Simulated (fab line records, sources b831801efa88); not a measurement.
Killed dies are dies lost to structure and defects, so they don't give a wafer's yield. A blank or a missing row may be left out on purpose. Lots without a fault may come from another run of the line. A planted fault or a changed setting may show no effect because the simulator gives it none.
Problem report in the 8D (eight disciplines) form, filled by code | flow sky130 | the parts of the form that need people (team, actions taken, sign-off) are left out

1. THE PROBLEM
LI_CONTACT_W_RS at SKY_LI_CONTACT_RS_MEAS_22 reads a mean of 0.507 ohm/sq on 3 wafers of 2 lots; wafers without a fault read 0.284 ohm/sq with a standard deviation of 0.0039. That is +57 standard deviations from the usual mean.
The step: measures by four-point-probe.
First seen on wafer L403.3, day 33 02:51, on film_metro-01. The record holds 30 wafers of 10 lots with a number at this step. Rule for "out", or "out of limits": more than 4 standard deviations from the usual mean. The other wafers with a number count as sound.

2. WHAT IT IS AND WHAT IT IS NOT
question                    | is                           | is not
which readings at this step | LI_CONTACT_W_RS              | -
which lots                  | L403, L404                   | L393, L395, L396, L399, L412, L414, L415, L416
which wafers of those lots  | L403.3, L404.2, L404.6       | L403.1, L403.4, L404.3
read on which gauges        | film_metro-01, film_metro-04 | film_metro-03
when                        | from day 33 02:51            | up to then (14 sound wafers); but 13 sound wafers of L404, L412, L414, L415, L416 came after

3. SUSPECTS, AND WHAT RULES EACH OUT
Counting: a tool at a process step up to the reading stays a suspect if it ran every lot that is out. Sound lots after the first of them don't rule it out here, since some wafers of a struck lot are sound.
- the gauge at SKY_LI_CONTACT_RS_MEAS_22: ruled out. The wafers that are out were read on 2 gauges (film_metro-01, film_metro-04).
- cvd_w-02 at SKY_LI_CONTACT_CVD_21 (deposits W, target thk 400 nm, time 120.56 s): kept. It ran every lot that is out, first L403 (day 33 02:43); its last sound lot up to then is L399 (day 31 20:09). Its own readings are out on those wafers: chamber_pressure_Torr.
- Within cvd_w-02 at SKY_LI_CONTACT_CVD_21: the wafers that are out ran in chamber 1; their sound lot-mates ran in chamber 0.
Left after counting: cvd_w-02 at SKY_LI_CONTACT_CVD_21.

4. THE CAUSE (what the simulator had put in)
Process parameter drift: cvd_w-02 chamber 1, from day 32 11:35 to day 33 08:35, at SKY_LI_CONTACT_CVD_21. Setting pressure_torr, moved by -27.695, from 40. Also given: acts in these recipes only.
Counting left only this tool.

5. THE CHAIN OF EFFECTS, in route order
Each row: a reading whose mean over the struck wafers that have a number lies more than 3 standard deviations from the usual. Only readings for which the record gives a usual standard deviation are gone through. hours: the time from each lot's start at the first step in this table that gives one to its start at this step, as a median over the lots. sigmas: the change in usual standard deviations.
hours | step                       | reading               | usual        | on struck wafers | change | sigmas
0     | SKY_LI_CONTACT_CVD_21      | chamber_pressure_Torr | 40.00 Torr   | 12.30            | -27.70 | -99 or more
0     | SKY_LI_CONTACT_RS_MEAS_22  | LI_CONTACT_W_RS       | 0.284 ohm/sq | 0.507            | +0.223 | +57
4     | SKY_LI_CONTACT_THK_MEAS_23 | LI_CONTACT_W_THK      | 386 nm       | 220              | -166   | -26
8     | SKY_LI_CONTACT_CMP_24      | time_to_endpoint_s    | 98 s         | 55               | -43    | -10
The process steps in it:
- SKY_LI_CONTACT_CVD_21: deposits W, target thk 400 nm, time 120.56 s.
- SKY_LI_CONTACT_CMP_24: polishes, stops on PSG, t overpolish 20 s, target thk 0 nm.
Later measuring or inspecting steps at which every struck wafer that the step has a row for has a number for every such reading, and none has moved that far: SKY_LOCAL_INTERCONNECT_OVL_MEAS_12.

6. WHAT WOULD HAVE CAUGHT IT SOONER
In this record the first reading out of limits at a measuring or inspecting step was taken at day 33 02:51, 15 hours after the fault began at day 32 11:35.
The tool's own readings at SKY_LI_CONTACT_CVD_21 were out on every struck wafer that the step has a row for (chamber_pressure_Torr): an alarm limit on them would have fired on the first of those.
Of the lots that are out (2), L404 began SKY_LI_CONTACT_CVD_21 on cvd_w-02 after day 33 02:51. A hold on the tool at that time would have spared it.
